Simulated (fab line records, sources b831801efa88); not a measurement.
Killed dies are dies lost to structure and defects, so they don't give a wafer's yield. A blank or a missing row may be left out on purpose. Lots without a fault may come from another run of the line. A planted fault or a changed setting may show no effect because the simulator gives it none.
A struck lot beside a sound one | flow gf180mcu | 18 steps out of a route of 602
Sound: wafers L503.1, L503.4, L503.5. Struck: wafer L511.1. (L511.4, L511.6 of the same lot were not struck and are left out.) The cause comes at the end.
At each step with rows: each side's tool, then ch and its chambers, then its first start. Under that, the readings that differ: sound wafers | struck wafers | difference of the means | sigmas: that difference in standard deviations of wafers without a fault.
alike: readings whose means differ by less than 2 such deviations, and words and numbers that are the same on both sides. not compared: withheld readings, readings that some wafer has no value for, bounds like >300 that may hide the same value, and numbers for which the record gives no deviation and whose values overlap.
The two part at a step that has a row with sigmas, a row that says differs or no value, or rows on one side only. Numbers that don't overlap but have no deviation are shown without sigmas and don't part them. A reading that every wafer of one side lacks parts them only if that side has two wafers or more.

first, 3 steps without rows for these wafers: GF_V2_EXPOSE_11 (exposes mask Via2, target cd 260 nm); GF_V2_PEB_12 (peb time 90 s); GF_V2_DEVELOP_13 (develop time 60 s).
GF_V2_CD_MEAS_14: target cd 260 nm.
  sound on cd_sem-01, day 22 06:35; struck on cd_sem-02, day 25 01:47
  alike: cd_nm
GF_V2_OVL_MEAS_15:
  sound on overlay-02, day 22 06:42; struck on overlay-02, day 25 01:55
  alike: V2_OVL
GF_V2_ETCH_16: etches BARC in N2/H2.
  sound on rie_diel-04 ch 0,2,3, day 22 06:44; struck on rie_diel-01 ch 0, day 25 01:57
  alike: drypump_motor_current_A, oes_product_au, throttle_valve_pct
GF_V2_ETCH_17: etches SiO2 in C4F8/O2/Ar, stops on TiN, target depth 630 nm.
  sound on rie_diel-04 ch 0,2,3; struck on rie_diel-01 ch 0
  alike: oes_product_au
GF_V2_STRIP_18: strips in O2/N2.
  sound on plasma_asher-03 ch 1, day 22 06:52; struck on plasma_asher-03 ch 0, day 25 02:05
  alike: drypump_motor_current_A, heater_power_w, oes_product_au
  not compared: rf_hours_counter_h
then, 3 steps without rows for these wafers: GF_V2_STRIP_19 (strips in post etch residue remover, time 1200 s); GF_V2_CLEAN_20 (cleans in DIW); GF_V2_SPUTTER_21 (material Ti, target thk 15 nm, time 80.02 s).
GF_V2_SPUTTER_22: material TiN, target thk 10 nm, time 40 s.
  sound on pvd_sputter-04, day 22 07:28; struck on pvd_sputter-01, day 25 02:46
  alike: throttle_valve_pct
GF_V2_CVD_23: deposits W, target thk 350 nm, time 104.94 s.
  sound on cvd_w-01 ch 0,1, day 22 07:30; struck on cvd_w-02 ch 1, day 25 02:48
  reading                          | sound             | struck | difference | sigmas
  model.W_of_V2_CVD_23.thk_nm (nm) | 349.4 347.8 343.6 | 230.2  | -116.7     |
  alike: heater_power_w
  not compared: since_wet_clean_h
GF_V2_RS_MEAS_24: measures by four-point-probe.
  sound on film_metro-03, day 22 07:37; struck on film_metro-02, day 25 02:55
  reading          | sound             | struck | difference | sigmas
  V2_W_RS (ohm/sq) | 0.327 0.329 0.333 | 0.500  | +0.170     | +55
GF_V2_THK_MEAS_25: measures by xrf.
  sound on film_metro-03, day 22 07:44; struck on film_metro-02, day 25 03:02
  reading       | sound       | struck | difference | sigmas
  V2_W_THK (nm) | 345 347 340 | 226    | -118       | -25
GF_V2_CMP_26: polishes, stops on SiO2, t overpolish 15 s, target thk 0 nm.
  sound on cmp-01 ch 0,1, day 22 07:48; struck on cmp-01 ch 1, day 25 03:05
  reading                | sound    | struck | difference | sigmas
  time_to_endpoint_s (s) | 91 82 80 | 60     | -24        | -5
  alike: motor_current_A
GF_M3_SPUTTER_00: material Ti, target thk 37.5 nm, time 150 s.
  sound on pvd_sputter-03, day 22 08:06; struck on pvd_sputter-02, day 25 03:23
  alike: throttle_valve_pct
then, 1 step without rows for these wafers: GF_PASSIVATION_PROBE_99.

WHERE THEY PART
First at GF_V2_RS_MEAS_24; last, within this record, at GF_V2_CMP_26. Later steps at which nothing parts them and some readings are alike: GF_M3_SPUTTER_00.

WHY: what the simulator had put in
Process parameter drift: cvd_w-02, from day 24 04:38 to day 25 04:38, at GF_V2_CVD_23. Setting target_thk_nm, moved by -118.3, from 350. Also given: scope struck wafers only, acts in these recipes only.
